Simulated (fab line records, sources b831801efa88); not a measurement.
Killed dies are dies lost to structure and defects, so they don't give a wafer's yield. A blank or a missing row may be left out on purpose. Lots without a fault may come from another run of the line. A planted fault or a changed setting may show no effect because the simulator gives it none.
fab line records | flow sky130
record lots=5 wafers=15 last_day=50
route steps=708 shown METAL2@484 VIA2@507
lots that met no fault: from a run of the same line without faults
start_h: hours from the record's first day to the start of the lot's first wafer shown | wait_h: hours since the lot's step before | " the same as in the row above | L1.1+2: a row that stands for several wafers | - no value, or no start given | * or withheld: withheld | < > ~ a bound
route shown NAME@n: a module of which the file shows steps, and the number in the route of the first | usual: mean/standard deviation of fault-free wafers | same: alike in all rows | chamber/n: place in a boat | sites: the reading at each site | _std_site: their standard deviation | _edge_site: outer sites' mean less inner sites' | radius_mm: how far each site lies from the wafer's centre | mask NAME#n: copy n | behind: the tool/chamber that last shaped the wafer | hold: why the lot was held/for how many hours/how that ended | device: the transistor (n, p or np) that didn't switch | end of line: the same wafers' tests at the end of the route | a step without rows: its recipe alone | killed: dies lost to structure and defects at the first sort, not the wafer's yield | map: a wafer's dies, x killed, . not, _ none there
set.NAME: the setting as run; set.NAME@STEP: as run at that earlier step | model.NAME: the simulator's own value behind a step, which no gauge read
lots at some steps of the route; a table a step, a row a wafer
services: from which hour (start_h, from the record's first day; less than 0 if before it) a tool's chamber was out of use, for how many hours, and why
## steps
# step SKY_METAL2_SPUTTER_01
# recipe material=TiN target_thk_nm=20 power_w=6500 time_s=16.7 chamber_pressure_pa=0.4
# usual throttle_valve_pct=30.0/0.86
# columns lot.wafer tool chamber start_h wait_h throttle_valve_pct
L077.1 pvd_sputter-01 - 813.38 0.0 28.8
L077.5 " - " " 30.6
L077.6 " - " " 31.1
L092.1 pvd_sputter-01 - 929.54 0.0 31.1
L092.2 " - " " 28.6
L092.5 " - " " 30.6
L093.3 pvd_sputter-03 - 943.98 0.0 30.5
L093.4 " - " " 30.1
L093.6 " - " " 29.8
L094.1 pvd_sputter-01 - 945.73 0.0 31.0
L094.2 " - " " 28.8
L094.3 " - " " 30.3
L096.1 pvd_sputter-01 - 953.11 0.0 28.4
L096.4 " - " " 28.6
L096.5 " - " " 31.1
# step SKY_METAL2_SPUTTER_02
# recipe material=AlCu target_thk_nm=250 power_w=10600 time_s=13.3 chamber_pressure_pa=0.4
# usual throttle_valve_pct=30.0/0.84
# columns lot.wafer tool chamber start_h wait_h throttle_valve_pct
L077.1 pvd_sputter-01 - 813.40 0.0 28.6
L077.5 " - " " 30.5
L077.6 " - " " 31.2
L092.1 pvd_sputter-01 - 929.56 0.0 31.2
L092.2 " - " " 28.9
L092.5 " - " " 30.1
L093.3 pvd_sputter-03 - 944.00 0.0 30.4
L093.4 " - " " 30.4
L093.6 " - " " 30.2
L094.1 pvd_sputter-01 - 945.76 0.0 30.9
L094.2 " - " " 28.5
L094.3 " - " " 30.0
L096.1 pvd_sputter-01 - 953.13 0.0 28.4
L096.4 " - " " 28.3
L096.5 " - " " 30.9
# step SKY_METAL2_SPUTTER_03
# recipe material=Ti target_thk_nm=5 power_w=3000 time_s=3.3 chamber_pressure_pa=0.4
# usual throttle_valve_pct=30.0/0.84
# columns lot.wafer tool chamber start_h wait_h throttle_valve_pct
L077.1 pvd_sputter-01 - 813.43 0.0 28.3
L077.5 " - " " 30.7
L077.6 " - " " 31.0
L092.1 pvd_sputter-01 - 929.59 0.0 31.0
L092.2 " - " " 29.0
L092.5 " - " " 30.7
L093.3 pvd_sputter-03 - 944.03 0.0 30.3
L093.4 " - " " 30.3
L093.6 " - " " 30.0
L094.1 pvd_sputter-01 - 945.78 0.0 31.0
L094.2 " - " " 28.6
L094.3 " - " " 30.1
L096.1 pvd_sputter-01 - 953.16 0.0 28.8
L096.4 " - " " 28.4
L096.5 " - " " 31.1
# step SKY_METAL2_SPUTTER_04
# recipe material=TiN target_thk_nm=70 power_w=6500 time_s=58.3 chamber_pressure_pa=0.4
# usual throttle_valve_pct=30.0/0.83
# columns lot.wafer tool chamber start_h wait_h throttle_valve_pct
L077.1 pvd_sputter-01 - 813.45 0.0 28.8
L077.5 " - " " 30.5
L077.6 " - " " 31.3
L092.1 pvd_sputter-01 - 929.60 0.0 31.2
L092.2 " - " " 28.7
L092.5 " - " " 30.3
L093.3 pvd_sputter-03 - 944.04 0.0 30.4
L093.4 " - " " 30.2
L093.6 " - " " 30.2
L094.1 pvd_sputter-01 - 945.80 0.0 31.1
L094.2 " - " " 28.5
L094.3 " - " " 30.5
L096.1 pvd_sputter-01 - 953.17 0.0 28.7
L096.4 " - " " 28.4
L096.5 " - " " 31.1
# step SKY_METAL2_RS_MEAS_05
# recipe thk_meas_gauge=four-point-probe reads=TiN_of_METAL2_SPUTTER_04+Ti_of_METAL2_SPUTTER_03+AlCu_of_METAL2_SPUTTER_02+TiN_of_METAL2_SPUTTER_01+Ti_of_METAL2_SPUTTER_00
# usual METAL2_ALCU_RS=0.1269/0.0011
# columns lot.wafer tool chamber start_h wait_h METAL2_ALCU_RS[ohm/sq]
L077.1 film_metro-02 - 813.49 0.0 0.1291
L077.5 " - " " 0.1277
L077.6 " - " " 0.1286
L092.1 film_metro-02 - 929.65 0.0 0.1285
L092.2 " - " " 0.1277
L092.5 " - " " 0.1265
L093.3 film_metro-02 - 944.13 0.1 0.1269
L093.4 " - " " 0.1273
L093.6 " - " " 0.1260
L094.1 film_metro-01 - 945.85 0.0 0.1276
L094.2 " - " " 0.1262
L094.3 " - " " 0.1266
L096.1 film_metro-01 - 953.22 0.0 0.1264
L096.4 " - " " 0.1269
L096.5 " - " " 0.1282
# step SKY_METAL2_THK_MEAS_06
# recipe thk_meas_gauge=xrf reads=AlCu_of_METAL2_SPUTTER_02
# usual METAL2_ALCU_THK=253/3.2
# columns lot.wafer tool chamber start_h wait_h METAL2_ALCU_THK[nm]
L077.1 film_metro-02 - 813.61 0.1 250
L077.5 " - " " 253
L077.6 " - " " 251
L092.1 film_metro-02 - 929.77 0.1 250
L092.2 " - " " 251
L092.5 " - " " 254
L093.3 film_metro-02 - 944.23 0.1 254
L093.4 " - " " 253
L093.6 " - " " 256
L094.1 film_metro-01 - 945.97 0.1 251
L094.2 " - " " 252
L094.3 " - " " 253
L096.1 film_metro-01 - 953.34 0.1 252
L096.4 " - " " 251
L096.5 " - " " 251
# step SKY_METAL2_DEHYDRATE_07
# recipe temp_c=200 time_s=60
# usual chill_plate_temp_C=22.98/0.11
# columns lot.wafer tool chamber start_h wait_h chill_plate_temp_C
L077.1 litho_track-01 0 826.26 12.6 22.97
L077.5 " 0 " " 23.11
L077.6 " 0 " " 23.00
L092.1 litho_track-01 0 941.81 12.0 22.90
L092.2 " 0 " " 22.98
L092.5 " 0 " " 23.03
L093.3 litho_track-04 0 955.24 11.0 22.97
L093.4 " 0 " " 22.87
L093.6 " 0 " " 22.90
L094.1 litho_track-04 0 957.09 11.1 22.91
L094.2 " 0 " " 22.85
L094.3 " 0 " " 22.83
L096.1 litho_track-03 0 964.32 11.0 22.81
L096.4 " 0 " " 22.80
L096.5 " 0 " " 22.92
# step SKY_METAL2_HMDS_08
# recipe prime_time_s=60 prime_temp_c=120
# usual chill_plate_temp_C=22.98/0.11
# columns lot.wafer tool chamber start_h wait_h chill_plate_temp_C
L077.1 litho_track-01 0 826.41 0.1 22.93
L077.5 " 0 " " 22.96
L077.6 " 0 " " 23.13
L092.1 litho_track-01 0 941.96 0.1 23.02
L092.2 " 0 " " 23.15
L092.5 " 0 " " 23.09
L093.3 litho_track-04 0 955.39 0.1 22.92
L093.4 " 0 " " 22.92
L093.6 " 0 " " 22.96
L094.1 litho_track-04 0 957.24 0.1 23.11
L094.2 " 0 " " 23.06
L094.3 " 0 " " 23.10
L096.1 litho_track-03 0 964.47 0.1 22.98
L096.4 " 0 " " 22.92
L096.5 " 0 " " 22.93
# step SKY_METAL2_COAT_09
# recipe resist=BARC temp_c=withheld time_s=withheld spin_rpm=3000 resist_thk_nm=60
# usual chill_plate_temp_C=*
# columns lot.wafer tool chamber start_h wait_h chill_plate_temp_C
L077.1 litho_track-01 0 826.56 0.1 *
L077.5 " 0 " " *
L077.6 " 0 " " *
L092.1 litho_track-01 0 942.11 0.1 *
L092.2 " 0 " " *
L092.5 " 0 " " *
L093.3 litho_track-04 0 955.54 0.1 *
L093.4 " 0 " " *
L093.6 " 0 " " *
L094.1 litho_track-04 0 957.39 0.1 *
L094.2 " 0 " " *
L094.3 " 0 " " *
L096.1 litho_track-03 0 964.62 0.1 *
L096.4 " 0 " " *
L096.5 " 0 " " *
# step SKY_METAL2_COAT_10
# recipe resist=KrF-thick spin_rpm=3000 resist_thk_nm=450
# usual chill_plate_temp_C=23.02/0.11
# columns lot.wafer tool chamber start_h wait_h chill_plate_temp_C
L077.1 litho_track-01 0 - - 23.19
L077.5 " 0 " " 23.02
L077.6 " 0 " " 23.04
L092.1 litho_track-01 0 - - 23.03
L092.2 " 0 " " 23.10
L092.5 " 0 " " 23.12
L093.3 litho_track-04 0 - - 23.10
L093.4 " 0 " " 23.26
L093.6 " 0 " " 23.01
L094.1 litho_track-04 0 - - 22.95
L094.2 " 0 " " 23.02
L094.3 " 0 " " 22.85
L096.1 litho_track-03 0 - - 23.11
L096.4 " 0 " " 23.19
L096.5 " 0 " " 23.07
# step SKY_METAL2_SOFTBAKE_11
# recipe temp_c=100 time_s=90 resist=KrF-thick
# usual chill_plate_temp_C=22.98/0.1
# columns lot.wafer tool chamber start_h wait_h chill_plate_temp_C
L077.1 litho_track-01 0 - - 22.84
L077.5 " 0 " " 22.79
L077.6 " 0 " " 22.87
L092.1 litho_track-01 0 - - 23.08
L092.2 " 0 " " 22.81
L092.5 " 0 " " 23.04
L093.3 litho_track-04 0 - - 23.11
L093.4 " 0 " " 23.14
L093.6 " 0 " " 23.22
L094.1 litho_track-04 0 - - 23.12
L094.2 " 0 " " 23.01
L094.3 " 0 " " 23.11
L096.1 litho_track-03 0 - - 22.98
L096.4 " 0 " " 22.98
L096.5 " 0 " " 23.10
# step SKY_METAL2_EXPOSE_12
# recipe mask_id=MM2 na=0.8 source_shape=annular sigma_inner=0.55 sigma_outer=0.85 target_cd_nm=140 dose_mj=28
# columns lot.wafer tool chamber start_h wait_h mask
L077.1+5+6 krf_scanner-02 0 - - MM2#0
L092.1+2+5 krf_scanner-02 0 - - MM2#0
L093.3+4+6 krf_scanner-02 0 - - MM2#0
L094.1+2+3 krf_scanner-02 0 - - MM2#0
L096.1+4+5 krf_scanner-01 0 - - MM2#0
# step SKY_METAL2_PEB_13
# recipe peb_temp_c=withheld peb_time_s=withheld resist=KrF-thick
# usual chill_plate_temp_C=*
# columns lot.wafer tool chamber start_h wait_h chill_plate_temp_C
L077.1 litho_track-04 0 - - *
L077.5 " 0 " " *
L077.6 " 0 " " *
L092.1 litho_track-01 0 - - *
L092.2 " 0 " " *
L092.5 " 0 " " *
L093.3 litho_track-03 0 - - *
L093.4 " 0 " " *
L093.6 " 0 " " *
L094.1 litho_track-04 0 - - *
L094.2 " 0 " " *
L094.3 " 0 " " *
L096.1 litho_track-03 0 - - *
L096.4 " 0 " " *
L096.5 " 0 " " *
# step SKY_METAL2_DEVELOP_14
# recipe develop_time_s=60 resist=KrF-thick dev_temp_c=21
# usual chill_plate_temp_C=23.00/0.12
# columns lot.wafer tool chamber start_h wait_h chill_plate_temp_C
L077.1 litho_track-04 0 - - 23.18
L077.5 " 0 " " 23.01
L077.6 " 0 " " 23.23
L092.1 litho_track-01 0 - - 23.06
L092.2 " 0 " " 22.99
L092.5 " 0 " " 22.89
L093.3 litho_track-03 0 - - 22.86
L093.4 " 0 " " 23.02
L093.6 " 0 " " 22.89
L094.1 litho_track-04 0 - - 23.10
L094.2 " 0 " " 23.17
L094.3 " 0 " " 23.06
L096.1 litho_track-03 0 - - 22.83
L096.4 " 0 " " 22.95
L096.5 " 0 " " 23.00
# step SKY_METAL2_CD_MEAS_15
# recipe target_cd_nm=140
# usual cd_nm=139.8/1.5
# columns lot.wafer tool chamber start_h wait_h cd_nm
L077.1 cd_sem-01 - 840.04 - 140.1
L077.5 " - " " 138.8
L077.6 " - " " 139.8
L092.1 cd_sem-01 - 953.86 - 137.9
L092.2 " - " " 136.5
L092.5 " - " " 139.2
L093.3 cd_sem-01 - 968.36 - 137.9
L093.4 " - " " 138.9
L093.6 " - " " 138.0
L094.1 cd_sem-01 - 969.54 - 141.0
L094.2 " - " " 141.4
L094.3 " - " " 141.4
L096.1 cd_sem-02 - 976.92 - 138.1
L096.4 " - " " 141.2
L096.5 " - " " 141.0
# step SKY_METAL2_OVL_MEAS_16
# usual METAL2_OVL=-7/5.3
# columns lot.wafer tool chamber start_h wait_h METAL2_OVL[nm]
L077.1 overlay-01 - 840.16 0.1 -4
L077.5 " - " " -7
L077.6 " - " " -4
L092.1 overlay-02 - 953.98 0.1 -10
L092.2 " - " " -5
L092.5 " - " " -2
L093.3 overlay-02 - 968.45 0.1 -10
L093.4 " - " " -6
L093.6 " - " " -13
L094.1 overlay-02 - 969.66 0.1 -12
L094.2 " - " " -12
L094.3 " - " " -5
L096.1 overlay-02 - 977.04 0.1 -10
L096.4 " - " " -5
L096.5 " - " " -4
# step SKY_METAL2_DESCUM_17
# recipe chemistry=O2 source_power_w=150 bias_power_w=0 pressure_mtorr=10 temp_c=40 time_s=8
# usual drypump_motor_current_A=5.84/0.23 oes_product_au=0.998/0.0083
# columns lot.wafer tool chamber start_h wait_h drypump_motor_current_A oes_product_au rf_hours_counter_h
L077.1 rie_metal-03 1 840.19 0.0 6.00 0.981 8
L077.5 " 0 " " 6.08 0.990 -
L077.6 " 1 " " 5.98 0.990 -
L092.1 rie_metal-01 0 954.02 0.0 5.47 1.013 16
L092.2 " 1 " " 6.15 0.999 15
L092.5 " 1 " " 6.16 0.995 -
L093.3 rie_metal-01 0 968.49 0.0 5.46 0.991 -
L093.4 " 1 " " 6.18 0.999 -
L093.6 " 0 " " 5.49 1.002 -
L094.1 rie_metal-01 1 969.69 0.0 6.15 1.002 16
L094.2 " 0 " " 5.44 1.008 17
L094.3 " 0 " " 5.50 1.005 -
L096.1 rie_metal-03 0 977.08 0.0 6.01 0.997 18
L096.4 " 0 " " 6.07 0.987 -
L096.5 " 1 " " 5.94 0.999 -
# step SKY_METAL2_ETCH_18
# recipe chemistry=N2/H2 target=BARC ion_energy_ev=200 bias_w=100 pressure_mtorr=30 n2_flow_sccm=100 h2_flow_sccm=200 icp_w=500 stop_on=SiO2 time_s=45.9 target_depth_a=600
# usual drypump_motor_current_A=5.85/0.24 oes_product_au=0.855/0.0045 throttle_valve_pct=13.225/0.011
# columns lot.wafer tool chamber start_h wait_h drypump_motor_current_A oes_product_au rf_hours_counter_h throttle_valve_pct
L077.1 rie_metal-03 1 840.22 0.0 5.97 0.857 8 13.218
L077.5 " 0 " " 6.12 0.855 - 13.222
L077.6 " 1 " " 5.96 0.858 - 13.241
L092.1 rie_metal-01 0 954.05 0.0 5.49 0.855 16 13.206
L092.2 " 1 " " 6.17 0.843 15 13.218
L092.5 " 1 " " 6.16 0.849 - 13.213
L093.3 rie_metal-01 0 968.53 0.0 5.46 0.853 - 13.233
L093.4 " 1 " " 6.17 0.861 - 13.227
L093.6 " 0 " " 5.46 0.853 - 13.235
L094.1 rie_metal-01 1 969.72 0.0 6.18 0.860 16 13.202
L094.2 " 0 " " 5.42 0.851 17 13.228
L094.3 " 0 " " 5.49 0.857 - 13.206
L096.1 rie_metal-03 0 977.11 0.0 6.07 0.861 18 13.233
L096.4 " 0 " " 6.08 0.854 - 13.225
L096.5 " 1 " " 5.99 0.852 - 13.224
# step SKY_METAL2_METAL_ETCH_19
# recipe target_depth_a=3600 stop_on=SiO2 over_etch_frac=0.3 time_s=78 chemistry=Cl2/BCl3 resist_sidewall_deg=88 pressure_mtorr=10 icp_w=900 bias_w=48.5 Cl2_flow_sccm=60 bcl3_flow_sccm=30
# usual drypump_motor_current_A=5.84/0.23 mfc_cl2_sccm=59.99/0.18 oes_product_au=0.853/0.0057 throttle_valve_pct=22.264/0.0087
# columns lot.wafer tool chamber start_h wait_h drypump_motor_current_A mfc_cl2_sccm oes_product_au rf_hours_counter_h throttle_valve_pct
L077.1 rie_metal-03 1 840.29 0.0 5.95 59.85 0.854 8 22.248
L077.5 " 0 " " 6.04 60.07 0.848 - 22.276
L077.6 " 1 " " 5.93 60.07 0.850 - 22.267
L092.1 rie_metal-01 0 954.11 0.0 5.48 60.10 0.847 16 22.256
L092.2 " 1 " " 6.17 59.69 0.847 15 22.269
L092.5 " 1 " " 6.18 59.73 0.857 - 22.251
L093.3 rie_metal-01 0 968.60 0.1 5.51 59.83 0.853 - 22.272
L093.4 " 1 " " 6.18 59.81 0.856 - 22.276
L093.6 " 0 " " 5.53 60.14 0.852 - 22.260
L094.1 rie_metal-01 1 969.79 0.0 6.16 59.87 0.856 16 22.267
L094.2 " 0 " " 5.45 60.16 0.865 17 22.260
L094.3 " 0 " " 5.47 60.12 0.853 - 22.255
L096.1 rie_metal-03 0 977.17 0.0 6.06 59.87 0.854 18 22.255
L096.4 " 0 " " 6.06 60.10 0.855 - 22.265
L096.5 " 1 " " 5.99 60.10 0.861 - 22.278
# step SKY_METAL2_STRIP_20
# recipe chemistry=O2/N2 power_w=1400 pressure_mtorr=1500 platen_temp_c=withheld o2_flow_sccm=3000 n2_flow_sccm=300 overash_fraction=0.5
# usual drypump_motor_current_A=6.0/0.45 oes_product_au=0.343/0.0047 strip_time_to_endpoint_s=2.71/0.036
# columns lot.wafer tool chamber start_h wait_h drypump_motor_current_A oes_product_au rf_hours_counter_h strip_time_to_endpoint_s
L077.1 plasma_asher-03 1 840.38 0.1 6.4 0.344 40 2.74
L077.5 " 1 " " 6.4 0.344 - 2.76
L077.6 " 0 " " 6.0 0.338 - 2.71
L092.1 plasma_asher-01 1 954.20 0.1 6.6 0.344 112 2.66
L092.2 " 0 " " 5.4 0.350 112 2.70
L092.5 " 0 " " 5.4 0.338 - 2.67
L093.3 plasma_asher-01 1 968.69 0.1 6.6 0.346 - 2.68
L093.4 " 0 " " 5.4 0.346 - 2.69
L093.6 " 0 " " 5.4 0.342 - 2.68
L094.1 plasma_asher-03 1 969.88 0.1 6.4 0.334 54 2.71
L094.2 " 0 " " 6.0 0.343 54 2.68
L094.3 " 1 " " 6.4 0.329 - 2.65
L096.1 plasma_asher-01 1 977.26 0.1 6.6 0.343 114 2.80
L096.4 " 1 " " 6.6 0.338 - 2.77
L096.5 " 1 " " 6.6 0.354 - 2.77
# step SKY_METAL2_STRIP_21
# recipe chemistry=post_etch_residue_remover time_s=1200 temp_c=72.5
# columns lot.wafer tool chamber start_h wait_h
L077.1+5+6 wet_bench-03 2 840.48 0.1
L092.1+2+5 wet_bench-01 1 954.30 0.1
L093.3+4+6 wet_bench-03 0 968.76 0.0
L094.1+2+3 wet_bench-03 3 969.98 0.1
L096.1+4+5 wet_bench-03 0 977.36 0.1
# step SKY_METAL2_CLEAN_22
# recipe chemistry=IPA time_s=180 temp_c=25
# columns lot.wafer tool chamber start_h wait_h
L077.1+5+6 wet_bench-02 0 840.82 0.0
L092.1+2+5 wet_bench-02 0 954.67 0.0
L093.3+4+6 wet_bench-01 0 969.10 0.0
L094.1+2+3 wet_bench-01 1 970.32 0.0
L096.1+4+5 wet_bench-02 0 977.70 0.0
# step SKY_METAL2_CLEAN_23
# recipe chemistry=O3/DIW dry=n2_spin
# columns lot.wafer tool chamber start_h wait_h
L077.1+5+6 wet_bench-03 3 840.88 0.0
L092.1+2+5 wet_bench-03 3 954.74 0.0
L093.3+4+6 wet_bench-03 3 969.17 0.0
L094.1+2+3 wet_bench-03 2 970.38 0.0
L096.1+4+5 wet_bench-03 2 977.76 0.0
# step SKY_VIA2_HDPCVD_00
# recipe material=SiO2 target_thk_nm=1180 sigma_open_frac=0.3 time_s=196.7 temp_c=400 sih4_flow_sccm=60 pressure_mtorr=6
# usual sih4_flow_sccm=60.01/0.19
# columns lot.wafer tool chamber start_h wait_h sih4_flow_sccm
L077.1 hdpcvd-01 1 840.97 0.0 60.00
L077.5 " 0 " " 60.04
L077.6 " 2 " " 60.15
L092.1 hdpcvd-02 0 954.84 0.0 60.06
L092.2 " 1 " " 60.10
L092.5 " 0 " " 60.05
L093.3 hdpcvd-02 0 969.26 0.0 60.06
L093.4 " 2 " " 59.91
L093.6 " 1 " " 59.92
L094.1 hdpcvd-02 0 970.47 0.0 59.98
L094.2 " 1 " " 59.99
L094.3 " 2 " " 59.61
L096.1 hdpcvd-01 2 977.85 0.0 59.85
L096.4 " 1 " " 59.73
L096.5 " 2 " " 59.89
# step SKY_VIA2_THK_MEAS_01
# recipe reads=SiO2_of_VIA2_HDPCVD_00
# usual VIA2_HDPCVD_THK=1181/10
# columns lot.wafer tool chamber start_h wait_h VIA2_HDPCVD_THK[nm]
L077.1 film_metro-04 - 841.09 0.1 1167
L077.5 " - " " 1161
L077.6 " - " " 1184
L092.1 film_metro-01 - 954.96 0.1 1171
L092.2 " - " " 1176
L092.5 " - " " 1164
L093.3 film_metro-03 - 969.40 0.1 1169
L093.4 " - " " 1185
L093.6 " - " " 1168
L094.1 film_metro-01 - 970.61 0.1 1175
L094.2 " - " " 1183
L094.3 " - " " 1186
L096.1 film_metro-04 - 977.98 0.1 1185
L096.4 " - " " 1191
L096.5 " - " " 1190
# step SKY_VIA2_CMP_02
# recipe material=SiO2 down_force_psi=4 platen_rpm=60 pad_velocity_m_s=0.94248
# usual motor_current_A=11.9/1.5
# columns lot.wafer tool chamber start_h wait_h motor_current_A
L077.1 cmp-02 1 841.30 0.2 14.1
L077.5 " 2 " " 11.6
L077.6 " 3 " " 10.1
L092.1 cmp-02 3 955.21 0.2 10.3
L092.2 " 1 " " 13.9
L092.5 " 0 " " 11.0
L093.4 cmp-02 2 969.49 0.1 11.9
L093.3 " 3 " " 9.9
L093.6 " 2 " " 11.5
L094.2 cmp-02 0 970.72 0.1 11.7
L094.1 " 1 " " 13.9
L094.3 " 2 " " 11.4
L096.4 cmp-02 2 978.14 0.1 11.4
L096.1 " 3 " " 10.3
L096.5 " 0 " " 12.1
# step SKY_VIA2_BOW_MEAS_03
# recipe mode=bow
# usual VIA2_BOW=86/6.9
# columns lot.wafer tool chamber start_h wait_h VIA2_BOW[um]
L077.1 film_metro-03 - 841.45 0.1 82
L077.5 " - " " 81
L077.6 " - " " 86
L092.1 film_metro-03 - 955.51 0.2 84
L092.2 " - " " 77
L092.5 " - " " 78
L093.3 film_metro-03 - 969.78 0.2 85
L093.4 " - " " 81
L093.6 " - " " 97
L094.1 film_metro-01 - 970.97 0.1 95
L094.2 " - " " 101
L094.3 " - " " 85
L096.1 film_metro-04 - 978.34 0.1 94
L096.4 " - " " 91
L096.5 " - " " 82
# step SKY_VIA2_DEHYDRATE_04
# recipe temp_c=200 time_s=60
# usual chill_plate_temp_C=23.01/0.11
# columns lot.wafer tool chamber start_h wait_h chill_plate_temp_C
L077.1 litho_track-02 0 854.01 12.5 22.99
L077.5 " 0 " " 23.03
L077.6 " 0 " " 22.85
L092.1 litho_track-02 0 967.41 11.9 23.01
L092.2 " 0 " " 22.97
L092.5 " 0 " " 23.10
L093.3 litho_track-02 0 980.41 10.6 22.95
L093.4 " 0 " " 22.87
L093.6 " 0 " " 22.94
L094.1 litho_track-01 0 982.21 11.2 22.97
L094.2 " 0 " " 22.95
L094.3 " 0 " " 23.11
L096.1 litho_track-01 0 989.11 10.8 23.09
L096.4 " 0 " " 23.11
L096.5 " 0 " " 23.12
# step SKY_VIA2_HMDS_05
# recipe prime_time_s=60 prime_temp_c=120
# usual chill_plate_temp_C=23.01/0.11
# columns lot.wafer tool chamber start_h wait_h chill_plate_temp_C
L077.1 litho_track-02 0 854.16 0.1 22.80
L077.5 " 0 " " 22.99
L077.6 " 0 " " 22.98
L092.1 litho_track-02 0 967.56 0.1 23.11
L092.2 " 0 " " 23.22
L092.5 " 0 " " 23.05
L093.3 litho_track-02 0 980.56 0.1 23.04
L093.4 " 0 " " 23.12
L093.6 " 0 " " 23.07
L094.1 litho_track-01 0 982.36 0.1 23.24
L094.2 " 0 " " 23.22
L094.3 " 0 " " 23.10
L096.1 litho_track-01 0 989.26 0.1 23.11
L096.4 " 0 " " 23.14
L096.5 " 0 " " 22.98
# step SKY_VIA2_COAT_06
# recipe resist=BARC temp_c=withheld time_s=withheld spin_rpm=3000 resist_thk_nm=60
# usual chill_plate_temp_C=*
# columns lot.wafer tool chamber start_h wait_h chill_plate_temp_C
L077.1 litho_track-02 0 854.31 0.1 *
L077.5 " 0 " " *
L077.6 " 0 " " *
L092.1 litho_track-02 0 967.71 0.1 *
L092.2 " 0 " " *
L092.5 " 0 " " *
L093.3 litho_track-02 0 980.71 0.1 *
L093.4 " 0 " " *
L093.6 " 0 " " *
L094.1 litho_track-01 0 982.51 0.1 *
L094.2 " 0 " " *
L094.3 " 0 " " *
L096.1 litho_track-01 0 989.41 0.1 *
L096.4 " 0 " " *
L096.5 " 0 " " *
# step SKY_VIA2_COAT_07
# recipe resist=KrF-thick spin_rpm=3000 resist_thk_nm=450
# usual chill_plate_temp_C=22.99/0.097
# columns lot.wafer tool chamber start_h wait_h chill_plate_temp_C
L077.1 litho_track-02 0 - - 23.05
L077.5 " 0 " " 23.08
L077.6 " 0 " " 23.09
L092.1 litho_track-02 0 - - 23.02
L092.2 " 0 " " 23.05
L092.5 " 0 " " 23.07
L093.3 litho_track-02 0 - - 23.05
L093.4 " 0 " " 22.96
L093.6 " 0 " " 23.06
L094.1 litho_track-01 0 - - 23.14
L094.2 " 0 " " 23.19
L094.3 " 0 " " 22.89
L096.1 litho_track-01 0 - - 22.96
L096.4 " 0 " " 23.03
L096.5 " 0 " " 22.78
# step SKY_VIA2_SOFTBAKE_08
# recipe temp_c=100 time_s=90 resist=KrF-thick
# usual chill_plate_temp_C=23.01/0.11
# columns lot.wafer tool chamber start_h wait_h chill_plate_temp_C
L077.1 litho_track-02 0 - - 23.06
L077.5 " 0 " " 23.08
L077.6 " 0 " " 22.97
L092.1 litho_track-02 0 - - 22.78
L092.2 " 0 " " 22.86
L092.5 " 0 " " 22.80
L093.3 litho_track-02 0 - - 23.12
L093.4 " 0 " " 23.06
L093.6 " 0 " " 23.01
L094.1 litho_track-01 0 - - 22.99
L094.2 " 0 " " 22.94
L094.3 " 0 " " 22.91
L096.1 litho_track-01 0 - - 23.04
L096.4 " 0 " " 22.99
L096.5 " 0 " " 23.11
# step SKY_VIA2_EXPOSE_09
# recipe mask_id=VIM2 na=0.8 source_shape=annular sigma_inner=0.55 sigma_outer=0.85 target_cd_nm=200 dose_mj=38
# columns lot.wafer tool chamber start_h wait_h mask
L077.1+5+6 krf_scanner-02 0 - - VIM2#0
L092.1+2+5 krf_scanner-01 0 - - VIM2#0
L093.3+4+6 krf_scanner-02 0 - - VIM2#0
L094.1+2+3 krf_scanner-02 0 - - VIM2#0
L096.1+4+5 krf_scanner-01 0 - - VIM2#0
# step SKY_VIA2_PEB_10
# recipe peb_temp_c=withheld peb_time_s=withheld resist=KrF-thick
# usual chill_plate_temp_C=*
# columns lot.wafer tool chamber start_h wait_h chill_plate_temp_C
L077.1 litho_track-02 0 - - *
L077.5 " 0 " " *
L077.6 " 0 " " *
L092.1 litho_track-01 0 - - *
L092.2 " 0 " " *
L092.5 " 0 " " *
L093.3 litho_track-01 0 - - *
L093.4 " 0 " " *
L093.6 " 0 " " *
L094.1 litho_track-02 0 - - *
L094.2 " 0 " " *
L094.3 " 0 " " *
L096.1 litho_track-02 0 - - *
L096.4 " 0 " " *
L096.5 " 0 " " *
# step SKY_VIA2_DEVELOP_11
# recipe develop_time_s=60 resist=KrF-thick dev_temp_c=21
# usual chill_plate_temp_C=23.00/0.11
# columns lot.wafer tool chamber start_h wait_h chill_plate_temp_C
L077.1 litho_track-02 0 - - 23.03
L077.5 " 0 " " 23.12
L077.6 " 0 " " 23.19
L092.1 litho_track-01 0 - - 22.93
L092.2 " 0 " " 22.76
L092.5 " 0 " " 22.83
L093.3 litho_track-01 0 - - 22.80
L093.4 " 0 " " 23.06
L093.6 " 0 " " 22.99
L094.1 litho_track-02 0 - - 22.95
L094.2 " 0 " " 23.09
L094.3 " 0 " " 22.90
L096.1 litho_track-02 0 - - 22.88
L096.4 " 0 " " 23.00
L096.5 " 0 " " 23.01
# step SKY_VIA2_CD_MEAS_12
# recipe target_cd_nm=200
# usual cd_nm=199.4/1.5
# columns lot.wafer tool chamber start_h wait_h cd_nm
L077.1 cd_sem-01 - 866.81 - 200.3
L077.5 " - " " 198.6
L077.6 " - " " 199.9
L092.1 cd_sem-01 - 979.66 - 198.9
L092.2 " - " " 200.4
L092.5 " - " " 199.9
L093.3 cd_sem-01 - 993.55 - 199.2
L093.4 " - " " 199.3
L093.6 " - " " 199.2
L094.1 cd_sem-02 - 994.91 - 200.1
L094.2 " - " " 199.9
L094.3 " - " " 198.8
L096.1 cd_sem-01 - 1001.36 - 202.5
L096.4 " - " " 201.7
L096.5 " - " " 201.9
## services
# columns tool chamber start_h hours kind
wet_bench-02 - 801.39 1.9 pm
krf_scanner-02 - 806.81 1.0 pm
pvd_sputter-01 - 807.96 1.9 repair
pvd_sputter-01 - 817.38 2.1 repair
pvd_sputter-01 - 817.56 1.5 repair
krf_scanner-02 - 829.86 4.4 pm
krf_scanner-01 - 834.23 3.6 pm
krf_scanner-02 - 848.44 4.0 pm
krf_scanner-02 - 857.07 1.3 pm
rie_metal-01 - 861.80 0.6 repair
cmp-02 - 862.43 21.5 repair
pvd_sputter-01 - 866.11 1.0 repair
krf_scanner-02 - 876.76 0.8 pm
pvd_sputter-01 - 878.48 3.2 repair
pvd_sputter-01 - 884.99 2.4 repair
cmp-02 - 894.13 1.2 repair
cmp-02 - 905.50 1.2 repair
cmp-02 - 910.89 6.7 repair
krf_scanner-02 - 928.98 3.6 pm
krf_scanner-02 - 941.50 0.8 pm
rie_metal-03 - 947.86 15.6 pm
rie_metal-03 - 972.78 0.2 repair
krf_scanner-02 - 975.78 1.0 pm
krf_scanner-02 - 983.16 2.0 repair
## key
fault none
